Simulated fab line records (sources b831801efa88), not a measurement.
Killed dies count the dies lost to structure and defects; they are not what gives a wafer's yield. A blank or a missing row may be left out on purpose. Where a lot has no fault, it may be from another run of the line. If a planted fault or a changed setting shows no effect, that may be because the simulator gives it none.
Chamber matching -- flow sky130 -- SKY_POLY_GATE_ETCH_17 on rie si-02 has 4 sister chambers
The step etches poly-Si in HBr/Cl2, stops on SiO2, target depth 180 nm, time 70.5 s. 16 wafers are shown with their chamber, then 8 later ones without.

## WAFERS PAIRED WITH THEIR CHAMBERS
wafer,chamber,drypump motor current A (A),he backside leak sccm (sccm),rf fwd power W (W)
L251.2,2,5.4,2.89,395.8
L251.4,3,5.8,3.17,396.6
L251.6,2,5.4,2.91,396.5
L253.1,0,5.8,2.38,397.3
L253.2,2,5.4,2.77,397.0
L253.4,1,6.2,3.18,397.9
L255.1,2,5.4,2.99,396.5
L255.5,2,5.4,2.94,397.5
L255.6,1,6.3,2.95,399.8
L258.1,3,5.8,2.89,394.5
L258.3,2,5.4,3.01,398.0
L258.4,0,5.8,2.51,399.0
L261.1,3,5.8,2.80,394.4
L261.2,2,5.4,2.80,395.6
L261.4,1,6.2,2.91,397.1
L263.3,0,5.8,2.42,397.0

SIGNATURES (means of the wafers above)
reading,chamber 0,chamber 1,chamber 2,chamber 3,scatter within a chamber
drypump motor current A,5.800,6.233,5.400,5.800,0.0236
he backside leak sccm,2.4367,3.0133,2.9014,2.9533,0.121
rf fwd power W,397.767,398.267,396.700,395.167,1.07
Rule: for each reading, subtract the chamber's mean from the wafer's reading, divide by that reading's scatter and square the result; add these up over the readings and take the root, which gives the wafer's distance from the chamber. If the next closest chamber is less than 2 further off than the closest, the wafer can't be placed; otherwise it belongs to the closest. The scatter: take each reading less its chamber's mean, square it, sum over the shown wafers, divide by the number of wafers less the number of chambers, and take the root.

## WAFERS WHOSE CHAMBER IS MISSING
wafer,drypump motor current A (A),he backside leak sccm (sccm),rf fwd power W (W)
L263.5,5.7,2.50,395.3
L263.6,6.3,2.94,395.3
L264.2,6.3,3.08,394.4
L264.3,5.4,2.82,396.4
L264.5,5.4,2.87,397.0
L267.1,5.8,2.43,398.2
L267.2,5.8,2.94,397.2
L267.5,5.4,2.88,398.2

## THE CHAMBER EACH PASSED THROUGH
wafer,from the rows above,in truth
L263.5,can't be placed: 0 or 3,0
L263.6,1,1
L264.2,1,1
L264.3,2,2
L264.5,2,2
L267.1,0,0
L267.2,3,3
L267.5,2,2
Correct placement for 7 of the 8. Unplaceable from these rows: 1, with the true chamber sitting among the candidates in 1. Number placed wrongly: 0.
